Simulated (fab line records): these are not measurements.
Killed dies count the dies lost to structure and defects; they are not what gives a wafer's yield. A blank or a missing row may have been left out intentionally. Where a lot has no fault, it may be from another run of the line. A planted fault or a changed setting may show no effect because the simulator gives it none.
Which tool did it?    flow sky130    at 1 step of a route of 708, 6 lots with 18 wafers sampled

== WHAT THE GAUGES READ, wafer by wafer ==
SKY_CAP2M_THK_MEAS_01.
lot   measured      on             CAP2M_CVD_00_THK (nm)
L892  day 40 05:34  film metro-04  15.39 15.05 15.18
L895  day 41 02:44  film metro-02  15.47 15.23 15.77
L898  day 41 23:42  film metro-02  15.50 15.45 15.62
L901  day 42 22:25  film metro-01  15.62 15.30 15.55
L903  day 43 11:56  film metro-01  15.74 15.86 15.69
L911  day 45 14:25  film metro-01  15.77 15.82 15.57

== WHAT TOOL EACH LOT RAN ON (gives the tool, then ch and the chambers of the sampled wafers, and finally the start) ==
The record shows no process step preceding these readings.

== THE ANSWER, worked out from the rows above alone ==
Rule: usual is defined by the lots themselves. Put in order of their means at a reading, lots are off if they are a third of the lots or fewer, leave a main group of 4 or more, and stand apart from it by a gap of 3 or more times the standard deviation of the main group's means; of several such gaps the widest counts. If all means in a main group match to the digits the tables above print for the reading, that group is not used. Also off: a lot with no number at a reading for which 4 or more lots have one. Where the step has rows for the other lots, those lots are counted as sound.
No lot is off at any reading shown: from this, nothing can be told.

== WHAT HAD BEEN PUT IN BY THE SIMULATOR ==
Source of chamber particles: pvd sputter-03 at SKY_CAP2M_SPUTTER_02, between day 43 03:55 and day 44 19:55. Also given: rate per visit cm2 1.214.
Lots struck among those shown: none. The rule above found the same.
